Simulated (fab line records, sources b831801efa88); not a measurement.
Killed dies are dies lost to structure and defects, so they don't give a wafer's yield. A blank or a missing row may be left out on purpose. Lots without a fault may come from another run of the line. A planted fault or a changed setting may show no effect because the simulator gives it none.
fab line records | flow sfq_line
record lots=14 wafers=42 last_day=87
route steps=325 shown I1@78
lots that met no fault: from a run of the same line without faults
start_h: hours from the record's first day to the start of the lot's first wafer shown | wait_h: hours since the lot's step before | " the same as in the row above | L1.1+2: a row that stands for several wafers | - no value, or no start given | * or withheld: withheld | < > ~ a bound
route shown NAME@n: a module of which the file shows steps, and the number in the route of the first | usual: mean/standard deviation of fault-free wafers | same: alike in all rows | chamber/n: place in a boat | sites: the reading at each site | _std_site: their standard deviation | _edge_site: outer sites' mean less inner sites' | radius_mm: how far each site lies from the wafer's centre | mask NAME#n: copy n | behind: the tool/chamber that last shaped the wafer | hold: why the lot was held/for how many hours/how that ended | device: the transistor (n, p or np) that didn't switch | end of line: the same wafers' tests at the end of the route | a step without rows: its recipe alone | killed: dies lost to structure and defects at the first sort, not the wafer's yield | map: a wafer's dies, x killed, . not, _ none there
set.NAME: the setting as run; set.NAME@STEP: as run at that earlier step | model.NAME: the simulator's own value behind a step, which no gauge read
steps of the route over a sample of lots; a table a step, a row a wafer
## steps
# step SFQ_TRILAYER_I1_VIA_LITHO_COAT_049
# recipe resist=KrF spin_rpm=3000 resist_thk_nm=650
# usual spin_speed_rpm=2999.6/2.1
# columns lot.wafer tool chamber start_h wait_h spin_speed_rpm
L967.1 litho_track-01 0 410.38 0.2 3000.9
L967.5 " 0 " " 3001.0
L967.6 " 0 " " 2999.2
L968.1 litho_track-04 0 418.35 0.2 3002.9
L968.3 " 0 " " 3002.3
L968.4 " 0 " " 2995.8
L970.2 litho_track-03 0 438.48 0.2 2998.1
L970.5 " 0 " " 2998.3
L970.6 " 0 " " 2998.5
L971.1 litho_track-01 0 449.79 0.2 2997.2
L971.5 " 0 " " 2998.7
L971.6 " 0 " " 2999.1
L975.3 litho_track-04 0 502.09 0.2 3000.9
L975.4 " 0 " " 2999.4
L975.5 " 0 " " 2996.9
L976.3 litho_track-03 0 505.09 0.2 2998.2
L976.5 " 0 " " 2997.6
L976.6 " 0 " " 2999.3
L979.1 litho_track-01 0 524.79 0.2 2999.8
L979.4 " 0 " " 2999.2
L979.6 " 0 " " 2998.9
L982.1 litho_track-03 0 557.02 0.2 2937.1
L982.3 " 0 " " 2937.0
L982.6 " 0 " " 2937.7
L983.1 litho_track-03 0 558.29 0.2 2938.5
L983.3 " 0 " " 2939.5
L983.4 " 0 " " 2939.8
L984.1 litho_track-01 0 560.02 0.2 2996.6
L984.3 " 0 " " 2997.2
L984.4 " 0 " " 2998.9
L987.2 litho_track-04 0 755.25 0.2 2998.5
L987.3 " 0 " " 2998.7
L987.4 " 0 " " 2995.7
L988.1 litho_track-01 0 768.20 0.2 2997.7
L988.3 " 0 " " 3000.9
L988.5 " 0 " " 2997.5
L989.1 litho_track-04 0 771.31 0.2 3002.7
L989.3 " 0 " " 2996.2
L989.6 " 0 " " 3001.8
L990.2 litho_track-03 0 783.47 0.2 2999.1
L990.5 " 0 " " 3000.8
L990.6 " 0 " " 3002.4
## key
first_sign step=SFQ_TRILAYER_I1_VIA_LITHO_COAT_049 reading=spin_speed_rpm direction=down sigmas=29 usual=2999.6 struck=2938.3
effect none on later readings
met_at SFQ_TRILAYER_I1_VIA_LITHO_COAT_049
struck_lots L982,L983
onset_between 505.09 557.02
fault kind=process_parameter_drift tool=litho_track-03 chamber=- onset_h=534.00 steps=SFQ_TRILAYER_I1_VIA_LITHO_COAT_049 channel=spin_rpm offset=-61.193 shape=step end_h=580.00 acts_in=these_recipes_only stated=3000
